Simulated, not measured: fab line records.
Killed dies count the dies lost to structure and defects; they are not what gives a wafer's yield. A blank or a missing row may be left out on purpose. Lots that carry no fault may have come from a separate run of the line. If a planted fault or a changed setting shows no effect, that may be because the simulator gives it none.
fab line records + flow gf180mcu
record
- lots=15
- wafers=45
- last-day=34
route steps=602 shown M3@410 V3@433
lots that met no fault: from a run of the same line without faults
start-h: hours from the record's first day to the start of the lot's first wafer shown + wait-h: how many hours have passed since the lot's step before this one + " as in the row above + L1.1+2: a row that stands for several wafers + - no value present, or no start provided + * or withheld: withheld + < > ~ a bound
route shown NAME@n: NAME is a module with steps in the file, n the number in the route of the first one + usual: mean/standard deviation of fault-free wafers + same: alike in all rows + chamber/n: place in a boat + sites: the reading at each site + _std_site: standard deviation of those values + _edge_site: the outer-site mean with the inner-site mean subtracted + radius-mm: how far each site lies from the wafer's centre + mask NAME#n: copy n + behind: the most recent tool/chamber to have shaped the wafer + hold: reason for holding the lot/hours on hold/outcome of the hold + device: whichever transistor did not switch (one of n, p or np) + end of line: tests run on the same wafers once the route is complete + a step given without rows: its recipe and nothing more + killed: the dies lost at the first sort to structure and to defects; this is not the yield of the wafer + map: a wafer's dies, marking killed ones x, the rest . and places with no die _
set.NAME: the run value of the setting; set.NAME@STEP: its run value at that earlier step + model.NAME: the simulator's own value behind a step, which no gauge read
a sample of lots followed through the steps of the route, with each step as a table and each wafer as a row
services: when a tool's chamber went out of use (start-h, in hours from the record's first day, below 0 if earlier), for how many hours, and the reason
## steps
# step GF_M3_SPUTTER_01
# recipe
- material=TiN
- target-thk-nm=30
- power-w=6500
- time-s=25
- chamber-pressure-pa=0.3867
# usual
- throttle-valve-pct=30.3/0.87
| lot.wafer | tool           | chamber | start-h | wait-h | throttle-valve-pct |
|-----------|----------------|---------|---------|--------|--------------------|
| L925.2    | pvd-sputter-02 | -       | 462.81  | 0.1    | 31.8               |
| L925.5    | "              | -       | "       | "      | 30.3               |
| L925.6    | "              | -       | "       | "      | 29.0               |
| L927.2    | pvd-sputter-01 | -       | 480.16  | 0.1    | 31.4               |
| L927.5    | "              | -       | "       | "      | 29.4               |
| L927.6    | "              | -       | "       | "      | 31.2               |
| L929.1    | pvd-sputter-04 | -       | 501.26  | 0.1    | 30.7               |
| L929.2    | "              | -       | "       | "      | 29.9               |
| L929.3    | "              | -       | "       | "      | 29.4               |
| L931.1    | pvd-sputter-02 | -       | 522.60  | 0.1    | 28.7               |
| L931.3    | "              | -       | "       | "      | 30.4               |
| L931.4    | "              | -       | "       | "      | 31.6               |
| L933.3    | pvd-sputter-02 | -       | 540.75  | 0.1    | 30.7               |
| L933.4    | "              | -       | "       | "      | 31.9               |
| L933.5    | "              | -       | "       | "      | 29.4               |
| L934.1    | pvd-sputter-04 | -       | 547.46  | 0.1    | 30.3               |
| L934.2    | "              | -       | "       | "      | 29.5               |
| L934.4    | "              | -       | "       | "      | 30.8               |
| L935.1    | pvd-sputter-04 | -       | 552.97  | 0.1    | 29.5               |
| L935.3    | "              | -       | "       | "      | 30.6               |
| L935.6    | "              | -       | "       | "      | 29.4               |
| L936.3    | pvd-sputter-02 | -       | 563.09  | 0.1    | 29.1               |
| L936.4    | "              | -       | "       | "      | 31.7               |
| L936.5    | "              | -       | "       | "      | 29.4               |
| L937.1    | pvd-sputter-01 | -       | 572.92  | 0.1    | 29.5               |
| L937.2    | "              | -       | "       | "      | 31.0               |
| L937.6    | "              | -       | "       | "      | 31.7               |
| L938.3    | pvd-sputter-02 | -       | 575.95  | 0.1    | 30.2               |
| L938.4    | "              | -       | "       | "      | 31.9               |
| L938.5    | "              | -       | "       | "      | 31.8               |
| L943.3    | pvd-sputter-04 | -       | 610.75  | 0.1    | 29.4               |
| L943.5    | "              | -       | "       | "      | 30.7               |
| L943.6    | "              | -       | "       | "      | 30.2               |
| L944.1    | pvd-sputter-01 | -       | 622.76  | 0.1    | 29.6               |
| L944.2    | "              | -       | "       | "      | 31.0               |
| L944.5    | "              | -       | "       | "      | 30.9               |
| L945.2    | pvd-sputter-04 | -       | 633.70  | 0.1    | 30.9               |
| L945.3    | "              | -       | "       | "      | 30.3               |
| L945.6    | "              | -       | "       | "      | 30.5               |
| L946.2    | pvd-sputter-02 | -       | 634.95  | 0.1    | 30.6               |
| L946.4    | "              | -       | "       | "      | 29.1               |
| L946.5    | "              | -       | "       | "      | 29.1               |
| L947.2    | pvd-sputter-01 | -       | 644.40  | 0.1    | 29.5               |
| L947.3    | "              | -       | "       | "      | 31.4               |
| L947.6    | "              | -       | "       | "      | 31.6               |
# step GF_M3_SPUTTER_03
# recipe
- material=Ti
- target-thk-nm=10
- substrate-temp-c=300
- chamber-pressure-pa=0.3
- power-w=3000
- time-s=6.7
# usual
- throttle-valve-pct=30.4/0.83
| lot.wafer | tool           | chamber | start-h | wait-h | throttle-valve-pct |
|-----------|----------------|---------|---------|--------|--------------------|
| L925.2    | pvd-sputter-02 | -       | 462.87  | 0.0    | 32.0               |
| L925.5    | "              | -       | "       | "      | 30.6               |
| L925.6    | "              | -       | "       | "      | 29.2               |
| L927.2    | pvd-sputter-01 | -       | 480.22  | 0.0    | 31.5               |
| L927.5    | "              | -       | "       | "      | 29.6               |
| L927.6    | "              | -       | "       | "      | 31.0               |
| L929.1    | pvd-sputter-04 | -       | 501.32  | 0.0    | 30.7               |
| L929.2    | "              | -       | "       | "      | 30.3               |
| L929.3    | "              | -       | "       | "      | 29.4               |
| L931.1    | pvd-sputter-02 | -       | 522.66  | 0.0    | 29.2               |
| L931.3    | "              | -       | "       | "      | 30.4               |
| L931.4    | "              | -       | "       | "      | 31.5               |
| L933.3    | pvd-sputter-02 | -       | 540.82  | 0.0    | 30.6               |
| L933.4    | "              | -       | "       | "      | 31.8               |
| L933.5    | "              | -       | "       | "      | 29.6               |
| L934.1    | pvd-sputter-04 | -       | 547.52  | 0.0    | 30.5               |
| L934.2    | "              | -       | "       | "      | 29.6               |
| L934.4    | "              | -       | "       | "      | 30.9               |
| L935.1    | pvd-sputter-04 | -       | 553.04  | 0.0    | 29.2               |
| L935.3    | "              | -       | "       | "      | 30.8               |
| L935.6    | "              | -       | "       | "      | 29.4               |
| L936.3    | pvd-sputter-02 | -       | 563.15  | 0.0    | 29.2               |
| L936.4    | "              | -       | "       | "      | 31.6               |
| L936.5    | "              | -       | "       | "      | 29.1               |
| L937.1    | pvd-sputter-01 | -       | 572.99  | 0.0    | 29.8               |
| L937.2    | "              | -       | "       | "      | 30.7               |
| L937.6    | "              | -       | "       | "      | 31.6               |
| L938.3    | pvd-sputter-02 | -       | 576.01  | 0.0    | 30.4               |
| L938.4    | "              | -       | "       | "      | 31.6               |
| L938.5    | "              | -       | "       | "      | 31.6               |
| L943.3    | pvd-sputter-04 | -       | 610.81  | 0.0    | 29.3               |
| L943.5    | "              | -       | "       | "      | 31.1               |
| L943.6    | "              | -       | "       | "      | 30.3               |
| L944.1    | pvd-sputter-01 | -       | 622.82  | 0.0    | 29.7               |
| L944.2    | "              | -       | "       | "      | 31.0               |
| L944.5    | "              | -       | "       | "      | 31.3               |
| L945.2    | pvd-sputter-04 | -       | 633.76  | 0.0    | 30.8               |
| L945.3    | "              | -       | "       | "      | 30.4               |
| L945.6    | "              | -       | "       | "      | 30.7               |
| L946.2    | pvd-sputter-02 | -       | 635.01  | 0.0    | 30.5               |
| L946.4    | "              | -       | "       | "      | 29.2               |
| L946.5    | "              | -       | "       | "      | 28.9               |
| L947.2    | pvd-sputter-01 | -       | 644.46  | 0.0    | 29.9               |
| L947.3    | "              | -       | "       | "      | 31.6               |
| L947.6    | "              | -       | "       | "      | 31.4               |
# step GF_V3_CMP_04
# recipe
- material=SiO2
- down-force-psi=4
- platen-rpm=60
- pad-velocity-m-s=0.94248
# usual
- motor-current-A=12.0/1.2
- platen-rpm=60.00/0.043
- time-to-endpoint-s=77/5.7
| lot.wafer | tool   | chamber | start-h | wait-h | motor-current-A | platen-rpm | time-to-endpoint-s |
|-----------|--------|---------|---------|--------|-----------------|------------|--------------------|
| L925.2    | cmp-01 | 2       | 487.53  | 0.1    | 13.7            | 59.95      | 80                 |
| L925.6    | "      | 1       | "       | "      | 10.5            | 59.96      | 85                 |
| L925.5    | "      | 2       | "       | "      | 13.6            | 60.08      | 77                 |
| L927.2    | cmp-02 | 0       | 505.40  | 0.2    | 12.4            | 59.96      | 69                 |
| L927.5    | "      | 1       | "       | "      | 11.9            | 59.97      | 73                 |
| L927.6    | "      | 2       | "       | "      | 13.1            | 60.00      | 78                 |
| L929.1    | cmp-02 | 0       | 526.31  | 0.1    | 11.9            | 60.02      | 76                 |
| L929.2    | "      | 1       | "       | "      | 12.6            | 60.01      | 66                 |
| L929.3    | "      | 2       | "       | "      | 13.6            | 59.98      | 68                 |
| L931.3    | cmp-01 | 1       | 547.18  | 0.0    | 9.8             | 60.01      | 78                 |
| L931.1    | "      | 2       | "       | "      | 14.2            | 59.97      | 77                 |
| L931.4    | "      | 0       | "       | "      | 12.0            | 60.11      | 84                 |
| L933.3    | cmp-02 | 0       | 564.58  | 0.1    | 12.2            | 60.02      | 78                 |
| L933.4    | "      | 1       | "       | "      | 11.7            | 59.96      | 70                 |
| L933.5    | "      | 0       | "       | "      | 12.3            | 60.02      | 77                 |
| L934.2    | cmp-01 | 0       | 570.62  | 0.1    | 11.4            | 59.97      | 89                 |
| L934.4    | "      | 1       | "       | "      | 10.3            | 60.05      | 92                 |
| L934.1    | "      | 2       | "       | "      | 14.3            | 60.01      | 86                 |
| L935.3    | cmp-01 | 2       | 576.39  | 0.1    | 13.5            | 59.95      | 76                 |
| L935.1    | "      | 0       | "       | "      | 11.6            | 60.06      | 83                 |
| L935.6    | "      | 2       | "       | "      | 14.2            | 59.96      | 81                 |
| L936.3    | cmp-01 | 2       | 585.76  | 0.1    | 13.6            | 59.99      | 73                 |
| L936.4    | "      | 0       | "       | "      | 11.8            | 59.97      | 83                 |
| L936.5    | "      | 1       | "       | "      | 10.2            | 59.97      | 85                 |
| L937.1    | cmp-01 | 2       | 599.56  | 3.4    | 13.9            | 60.07      | 75                 |
| L937.2    | "      | 3       | "       | "      | 11.5            | 60.05      | 68                 |
| L937.6    | "      | 3       | "       | "      | 11.8            | 60.03      | 77                 |
| L938.4    | cmp-02 | 2       | 600.52  | 2.0    | 12.5            | 59.99      | 85                 |
| L938.3    | "      | 0       | "       | "      | 12.2            | 59.98      | 82                 |
| L938.5    | "      | 2       | "       | "      | 13.3            | 60.02      | 87                 |
| L943.3    | cmp-02 | 1       | 632.17  | 0.0    | 12.6            | 59.99      | 69                 |
| L943.5    | "      | 1       | "       | "      | 11.9            | 60.01      | 76                 |
| L943.6    | "      | 2       | "       | "      | 12.8            | 60.14      | 77                 |
| L944.2    | cmp-01 | 1       | 643.58  | 0.1    | 10.5            | 60.10      | 76                 |
| L944.1    | "      | 2       | "       | "      | 14.0            | 60.04      | 75                 |
| L944.5    | "      | 0       | "       | "      | 11.4            | 60.03      | 85                 |
| L945.3    | cmp-02 | 2       | 654.79  | 0.1    | 13.3            | 59.96      | 72                 |
| L945.2    | "      | 0       | "       | "      | 12.2            | 60.01      | 72                 |
| L945.6    | "      | 2       | "       | "      | 13.6            | 59.95      | 76                 |
| L946.4    | cmp-01 | 3       | 655.90  | 0.1    | 11.3            | 60.03      | 73                 |
| L946.2    | "      | 0       | "       | "      | 11.6            | 59.96      | 79                 |
| L946.5    | "      | 0       | "       | "      | 12.5            | 60.02      | 77                 |
| L947.3    | cmp-01 | 2       | 665.23  | 0.3    | 14.4            | 60.00      | 70                 |
| L947.2    | "      | 3       | "       | "      | 11.6            | 59.97      | 70                 |
| L947.6    | "      | 1       | "       | "      | 10.5            | 59.95      | 77                 |
# step GF_V3_SOFTBAKE_10
# recipe
- temp-c=130
- time-s=60
- resist=KrF
# usual
- heater-power-total-W=93.05/0.057
- plate-temp-C=130.00/0.14
| lot.wafer | tool           | chamber | start-h | wait-h | heater-power-total-W | plate-temp-C |
|-----------|----------------|---------|---------|--------|----------------------|--------------|
| L925.2    | litho-track-01 | 0       | 499     | -      | 93.01                | 130.21       |
| L925.5    | "              | 0       | "       | "      | 93.02                | 129.93       |
| L925.6    | "              | 0       | "       | "      | 93.08                | 130.33       |
| L927.2    | litho-track-02 | 0       | 517     | -      | 93.00                | 129.94       |
| L927.5    | "              | 0       | "       | "      | 93.03                | 129.99       |
| L927.6    | "              | 0       | "       | "      | 93.12                | 130.15       |
| L929.1    | litho-track-02 | 0       | 537     | -      | 93.11                | 130.01       |
| L929.2    | "              | 0       | 538     | -      | 93.05                | 130.06       |
| L929.3    | "              | 0       | "       | "      | 93.09                | 129.91       |
| L931.1    | litho-track-02 | 0       | 558     | -      | 93.05                | 129.92       |
| L931.3    | "              | 0       | "       | "      | 93.05                | 129.98       |
| L931.4    | "              | 0       | "       | "      | 93.07                | 129.76       |
| L933.3    | litho-track-02 | 0       | 575     | -      | 93.10                | 129.96       |
| L933.4    | "              | 0       | "       | "      | 93.07                | 129.95       |
| L933.5    | "              | 0       | "       | "      | 93.05                | 130.07       |
| L934.1    | litho-track-04 | 0       | 581     | -      | 93.04                | 129.81       |
| L934.2    | "              | 0       | "       | "      | 93.03                | 130.19       |
| L934.4    | "              | 0       | "       | "      | 93.02                | 129.91       |
| L935.1    | litho-track-01 | 0       | 587     | -      | 93.07                | 129.90       |
| L935.3    | "              | 0       | "       | "      | 93.04                | 129.96       |
| L935.6    | "              | 0       | "       | "      | 93.09                | 129.84       |
| L936.3    | litho-track-02 | 0       | 596     | -      | 99.65                | 136.90       |
| L936.4    | "              | 0       | "       | "      | 99.67                | 137.04       |
| L936.5    | "              | 0       | "       | "      | 99.72                | 136.83       |
| L937.1    | litho-track-02 | 0       | 609     | -      | 99.45                | 137.16       |
| L937.2    | "              | 0       | "       | "      | 99.61                | 137.08       |
| L937.6    | "              | 0       | "       | "      | 99.68                | 136.81       |
| L938.3    | litho-track-02 | 0       | 611     | -      | 99.56                | 137.14       |
| L938.4    | "              | 0       | "       | "      | 99.59                | 137.15       |
| L938.5    | "              | 0       | "       | "      | 99.69                | 136.90       |
| L943.3    | litho-track-04 | 0       | 643     | -      | 93.09                | 129.82       |
| L943.5    | "              | 0       | "       | "      | 92.99                | 130.06       |
| L943.6    | "              | 0       | "       | "      | 93.08                | 130.19       |
| L944.1    | litho-track-04 | 0       | 653     | -      | 92.89                | 130.08       |
| L944.2    | "              | 0       | "       | "      | 93.01                | 130.10       |
| L944.5    | "              | 0       | "       | "      | 93.10                | 130.34       |
| L945.2    | litho-track-02 | 0       | 664     | -      | 93.09                | 129.95       |
| L945.3    | "              | 0       | "       | "      | 93.05                | 130.25       |
| L945.6    | "              | 0       | 665     | -      | 93.15                | 129.91       |
| L946.2    | litho-track-02 | 0       | 665     | -      | 93.04                | 129.78       |
| L946.4    | "              | 0       | 666     | -      | 92.97                | 129.80       |
| L946.5    | "              | 0       | "       | "      | 93.01                | 129.90       |
| L947.2    | litho-track-02 | 0       | 674     | -      | 92.95                | 129.91       |
| L947.3    | "              | 0       | "       | "      | 93.03                | 130.15       |
| L947.6    | "              | 0       | "       | "      | 93.02                | 130.05       |
# step GF_V3_CD_MEAS_14
# recipe
- target-cd-nm=260
# usual
- cd-nm=259.9/1.2
| lot.wafer | tool      | chamber | start-h | wait-h | cd-nm |
|-----------|-----------|---------|---------|--------|-------|
| L925.2    | cd-sem-01 | -       | 511.06  | 0.1    | 261.0 |
| L925.5    | "         | -       | "       | "      | 260.0 |
| L925.6    | "         | -       | "       | "      | 259.8 |
| L927.2    | cd-sem-01 | -       | 528.28  | 0.1    | 259.4 |
| L927.5    | "         | -       | "       | "      | 258.7 |
| L927.6    | "         | -       | "       | "      | 258.5 |
| L929.1    | cd-sem-02 | -       | 549.01  | 0.1    | 262.7 |
| L929.2    | "         | -       | "       | "      | 262.1 |
| L929.3    | "         | -       | "       | "      | 261.8 |
| L931.1    | cd-sem-01 | -       | 570.27  | 0.4    | 260.4 |
| L931.3    | "         | -       | "       | "      | 258.1 |
| L931.4    | "         | -       | "       | "      | 259.7 |
| L933.3    | cd-sem-01 | -       | 586.50  | 0.1    | 260.3 |
| L933.4    | "         | -       | "       | "      | 260.0 |
| L933.5    | "         | -       | "       | "      | 260.3 |
| L934.1    | cd-sem-01 | -       | 592.46  | 0.1    | 260.5 |
| L934.2    | "         | -       | "       | "      | 259.6 |
| L934.4    | "         | -       | "       | "      | 260.0 |
| L935.1    | cd-sem-01 | -       | 597.81  | 0.1    | 260.6 |
| L935.3    | "         | -       | "       | "      | 259.5 |
| L935.6    | "         | -       | "       | "      | 259.4 |
| L936.3    | cd-sem-02 | -       | 607.15  | 0.1    | 283.5 |
| L936.4    | "         | -       | "       | "      | 283.0 |
| L936.5    | "         | -       | "       | "      | 284.1 |
| L937.1    | cd-sem-02 | -       | 619.84  | 0.1    | 284.4 |
| L937.2    | "         | -       | "       | "      | 284.8 |
| L937.6    | "         | -       | "       | "      | 283.4 |
| L938.3    | cd-sem-01 | -       | 621.48  | 0.1    | 280.5 |
| L938.4    | "         | -       | "       | "      | 282.4 |
| L938.5    | "         | -       | "       | "      | 281.3 |
| L943.3    | cd-sem-01 | -       | 652.43  | 0.1    | 258.9 |
| L943.5    | "         | -       | "       | "      | 258.6 |
| L943.6    | "         | -       | "       | "      | 259.4 |
| L944.1    | cd-sem-01 | -       | 663.65  | 0.2    | 260.0 |
| L944.2    | "         | -       | "       | "      | 258.8 |
| L944.5    | "         | -       | "       | "      | 259.3 |
| L945.2    | cd-sem-02 | -       | 674.33  | 0.1    | 260.4 |
| L945.3    | "         | -       | "       | "      | 260.3 |
| L945.6    | "         | -       | "       | "      | 259.7 |
| L946.2    | cd-sem-02 | -       | 675.62  | 0.1    | 260.9 |
| L946.4    | "         | -       | "       | "      | 258.8 |
| L946.5    | "         | -       | "       | "      | 259.7 |
| L947.2    | cd-sem-01 | -       | 684.44  | 0.2    | 259.3 |
| L947.3    | "         | -       | "       | "      | 258.4 |
| L947.6    | "         | -       | "       | "      | 258.8 |
## services
| tool           | chamber | start-h | hours | kind                           |
|----------------|---------|---------|-------|--------------------------------|
| pvd-sputter-02 | -       | 455.40  | 2.2   | repair                         |
| cmp-01         | -       | 457.31  | 1.9   | repair                         |
| pvd-sputter-02 | -       | 466.03  | 2.0   | repair                         |
| cmp-01         | -       | 468.15  | 0.5   | repair                         |
| cmp-02         | -       | 503.72  | 0.9   | repair                         |
| cmp-02         | -       | 509.55  | 1.7   | repair                         |
| pvd-sputter-02 | -       | 525.45  | 3.6   | repair                         |
| pvd-sputter-02 | -       | 527.63  | 2.9   | repair                         |
| cmp-01         | -       | 572.09  | 4.0   | pm                             |
| cmp-01         | -       | 576.09  | -     | consumable-replace:conditioner |
| cmp-01         | -       | 576.09  | -     | consumable-replace:pad         |
| cmp-01         | -       | 611.24  | 4.6   | pm                             |
| pvd-sputter-02 | -       | 626.63  | 2.1   | repair                         |
| cmp-01         | -       | 661.74  | 1.1   | repair                         |
| pvd-sputter-02 | -       | 664.55  | 3.9   | repair                         |
| cmp-02         | -       | 665.50  | 7.9   | pm                             |
| cmp-01         | -       | 667.58  | 3.3   | repair                         |
## key
first-sign
- step=GF_V3_SOFTBAKE_10
- reading=heater-power-total-W
- direction=up
- sigmas=99+
- usual=93.05
- struck=99.62
effect
- step=GF_V3_SOFTBAKE_10
- reading=plate-temp-C
- direction=up
- sigmas=52
- usual=*
- struck=*
effect
- step=GF_V3_CD_MEAS_14
- reading=cd-nm
- direction=up
- sigmas=19
- usual=259.9
- struck=283.0
met-at GF_V3_SOFTBAKE_10
struck-lots L936,L937,L938
sort-left-out L936.3,L936.4,L936.5
not-acting-at GF_M3_SPUTTER_01,GF_M3_SPUTTER_03,GF_V3_CMP_04
onset-between 575 596
fault
- kind=process-parameter-drift
- tool=litho-track-02
- chamber=-
- onset-h=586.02
- steps=GF_V3_SOFTBAKE_10
- channel=temp-c
- offset=*
- shape=step
- end-h=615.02
- acts-in=*
- stated=*
# sort-left-out: the simulated sort isn't trusted on such a fault, so these wafers' sort isn't shown, and their yield isn't known
